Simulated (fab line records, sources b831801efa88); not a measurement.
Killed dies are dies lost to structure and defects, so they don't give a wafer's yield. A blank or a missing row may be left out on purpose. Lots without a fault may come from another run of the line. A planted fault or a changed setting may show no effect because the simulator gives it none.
A struck lot beside a sound one | flow sky130 | 21 steps out of a route of 708
Sound: wafers L590.4, L590.5, L590.6. Struck: wafers L592.1, L592.5, L592.6. The cause comes at the end.
At each step with rows: each side's tool, then ch and its chambers, then its first start. Under that, the readings that differ: sound wafers | struck wafers | difference of the means | sigmas: that difference in standard deviations of wafers without a fault.
alike: readings whose means differ by less than 2 such deviations, and words and numbers that are the same on both sides. not compared: withheld readings, readings that some wafer has no value for, bounds like >300 that may hide the same value, and numbers for which the record gives no deviation and whose values overlap.
The two part at a step that has a row with sigmas, a row that says differs or no value, or rows on one side only. Numbers that don't overlap but have no deviation are shown without sigmas and don't part them. A reading that every wafer of one side lacks parts them only if that side has two wafers or more.

first, 7 steps without rows for these wafers: SKY_DNWELL_HMDS_01 (prime time 60 s); SKY_DNWELL_COAT_02 (resist thk 3000 nm); SKY_DNWELL_SOFTBAKE_03; SKY_DNWELL_EXPOSE_04 (exposes mask DNM, target cd 3000 nm); SKY_DNWELL_PEB_05; SKY_DNWELL_DEVELOP_06 (develop time 60 s); SKY_DNWELL_IMPLANT_07.
SKY_DNWELL_STRIP_08: strips in O2/N2.
  sound on plasma_asher-02 ch 0,1, day 6 20:54; struck on plasma_asher-03 ch 0,1, day 7 13:20
  alike: drypump_motor_current_A, oes_product_au, strip_time_to_endpoint_s
  not compared: rf_hours_counter_h
SKY_DNWELL_TW_MEAS_09:
  sound on film_metro-04, day 6 21:00; struck on film_metro-04, day 7 13:26
  alike: DNWELL_TW
then, 3 steps without rows for these wafers: SKY_PWDE_DEHYDRATE_00 (time 60 s); SKY_PWDE_HMDS_01 (prime time 60 s); SKY_PWDE_COAT_02 (resist thk 3000 nm).
SKY_PWDE_SOFTBAKE_03:
  sound on litho_track-04 ch 0, day 7 06:35; struck on litho_track-01 ch 0, day 7 23:30
  reading                                | sound                | struck               | difference | sigmas
  heater_power_total_W (W)               | 65.02 65.15 65.44    | 68.38 68.59 68.62    | +3.33      | +24
  plate_temp_C (C)                       | 110.06 109.97 110.20 | 113.97 113.83 114.00 | +3.86      | +35
  model.coat_of_PWDE_COAT_02.thk_nm (nm) | 3009 3003 3001       | 2971 2970 2970       | -34        |
then, 2 steps without rows for these wafers: SKY_PWDE_EXPOSE_04 (exposes mask PWDEM, target cd 840 nm); SKY_PWDE_PEB_05.
SKY_PWDE_DEVELOP_06: develop time 60 s.
  sound on litho_track-04 ch 0; struck on litho_track-04 ch 0
  reading                                | sound          | struck         | difference | sigmas
  model.coat_of_PWDE_COAT_02.thk_nm (nm) | 3005 2998 2997 | 2966 2965 2965 | -35        |
SKY_PWDE_OVL_MEAS_07:
  sound on overlay-02, day 7 15:33; struck on overlay-01, day 8 09:14
  alike: PWDE_OVL
then, 1 step without rows for these wafers: SKY_PWDE_IMPLANT_08.
SKY_PWDE_STRIP_09: strips in O2/N2.
  sound on plasma_asher-01 ch 0,1, day 7 15:45; struck on plasma_asher-03 ch 0,1, day 8 09:25
  reading                      | sound             | struck            | difference | sigmas
  strip_time_to_endpoint_s (s) | 37.01 36.94 36.93 | 36.56 36.55 36.55 | -0.41      | -4
  alike: drypump_motor_current_A, oes_product_au
  not compared: rf_hours_counter_h
SKY_PWDE_TW_MEAS_10:
  sound on film_metro-03, day 7 15:51; struck on film_metro-04, day 8 09:31
  alike: PWDE_TW
-- the record jumps here: 42 days lie between the struck wafers' starts before and after (it left off in module PWDE and takes up again in module PAD_OPEN, whose first step shown is number 708 of the route) --
SKY_PAD_OPEN_PROBE_99:
  the record has rows for the struck wafers here (prober-01, day 50 04:29) and none for the sound ones

WHERE THEY PART
First at SKY_PWDE_SOFTBAKE_03; last, within this record, at SKY_PAD_OPEN_PROBE_99.

WHY: what the simulator had put in
Process parameter drift: litho_track-01, from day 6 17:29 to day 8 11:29, at SKY_PWDE_SOFTBAKE_03. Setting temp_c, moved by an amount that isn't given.
